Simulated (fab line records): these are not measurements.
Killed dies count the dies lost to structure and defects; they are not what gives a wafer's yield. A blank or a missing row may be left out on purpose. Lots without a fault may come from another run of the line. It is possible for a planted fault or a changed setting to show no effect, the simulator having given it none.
What tool caused it?	flow gf180mcu	13 lots with 39 wafers sampled at 3 steps, on a route of 602 steps

== WHAT THE GAUGES READ, wafer by wafer ==
GF_TOP_METAL_OVL_MEAS_15. Usual: for TOP_METAL_OVL the level is 1.3 nm and the standard deviation is 1.3.
lot	measured	on	TOP_METAL_OVL (nm)	flag
L804	day 28 10:58	overlay-01	-0.4 0.5 -0.7	
L805	day 28 17:07	overlay-02	-1.2 0.2 -1.4	
L806	day 29 00:08	overlay-01	1.3 1.1 0.7	
L807	day 29 06:57	overlay-01	1.7 0.4 1.0	
L808	day 29 07:07	overlay-01	0.0 0.3 1.2	
L809	day 29 17:43	overlay-02	-0.7 0.6 0.5	
L811	day 30 07:44	overlay-02	1.1 3.8 2.4	
L812	day 30 19:40	overlay-02	1.9 1.7 2.5	
L813	day 31 01:25	overlay-01	0.0 1.5 1.0	
L822	day 33 05:47	overlay-02	0.3 -1.2 0.1	
L824	day 34 06:19	overlay-02	1.4 2.7 1.9	
L825	day 34 07:55	overlay-02	2.0 2.6 4.3	
L826	day 34 16:46	overlay-01	3.1 2.9 2.9	

GF_PASSIVATION_THK_MEAS_03. Usual: for PASSIVATION_CVD_02_THK the level is 702 nm and the standard deviation is 8.8.
lot	measured	on	PASSIVATION_CVD_02_THK (nm)	flag
L804	day 28 12:09	film_metro-03	696 710 699	
L805	day 28 18:18	film_metro-02	692 689 707	
L806	day 29 01:20	film_metro-03	690 711 711	
L807	day 29 08:08	film_metro-03	696 680 706	
L808	day 29 08:20	film_metro-04	701 698 713	
L809	day 29 19:00	film_metro-04	693 709 696	
L811	day 30 08:56	film_metro-03	690 683 703	
L812	day 30 20:53	film_metro-04	686 679 704	
L813	day 31 02:39	film_metro-02	700 717 720	
L822	day 33 07:11	film_metro-04	692 689 707	
L824	day 34 07:32	film_metro-02	705 704 697	
L825	day 34 09:08	film_metro-04	700 697 706	
L826	day 34 17:57	film_metro-03	697 691 707	

== TOOL THAT RAN EACH LOT (tool first, then ch and the chambers of the sampled wafers, then the start) ==
lot	GF_V3_CVD_00
L804	hdpcvd-02 ch 0,1, day 21 19:22
L805	hdpcvd-02 ch 0,1, day 22 02:36
L806	hdpcvd-02 ch 0,1,2, day 22 11:28
L807	hdpcvd-01 ch 0,1,2, day 22 17:35
L808	hdpcvd-02 ch 0,2, day 22 20:43
L809	hdpcvd-01 ch 0,1,2, day 23 09:10
L811	hdpcvd-02 ch 1,2, day 24 00:59
L812	hdpcvd-02 ch 0,1, day 24 16:02
L813	hdpcvd-01 ch 0,2, day 24 23:08
L822	hdpcvd-01 ch 0,2, day 27 15:31
L824	hdpcvd-02 ch 0,1,2, day 28 22:43
L825	hdpcvd-01 ch 1,2, day 29 00:17
L826	hdpcvd-01 ch 0,2, day 29 11:16
- GF_V3_CVD_00: deposits SiO2, target thk 600 nm, time 100 s.

== AS READ BY THE TOOLS THEMSELVES (means over the sampled wafers that have a number; for cases with no such wafer, the mark the record gives instead) ==
The record holds no such reading with a usual standard deviation.

== THE ANSWER, worked out from the rows above alone ==
Rule: a lot is off if the mean of its wafers that have a number lies more than 3 standard deviations from the usual mean. Also off: a lot with no number at a reading for which 4 or more lots have one. Any other lot the step has rows for is counted as sound. First the gauges in route order, then the tools' own readings, where a lot's mean is used as printed above. The first step at which some lot is off is used, and at that step the reading that is off furthest; a lot without a number counts as furthest.
No lot is off at any reading shown: from this, nothing can be told.

== WHAT WAS PUT IN BY THE SIMULATOR ==
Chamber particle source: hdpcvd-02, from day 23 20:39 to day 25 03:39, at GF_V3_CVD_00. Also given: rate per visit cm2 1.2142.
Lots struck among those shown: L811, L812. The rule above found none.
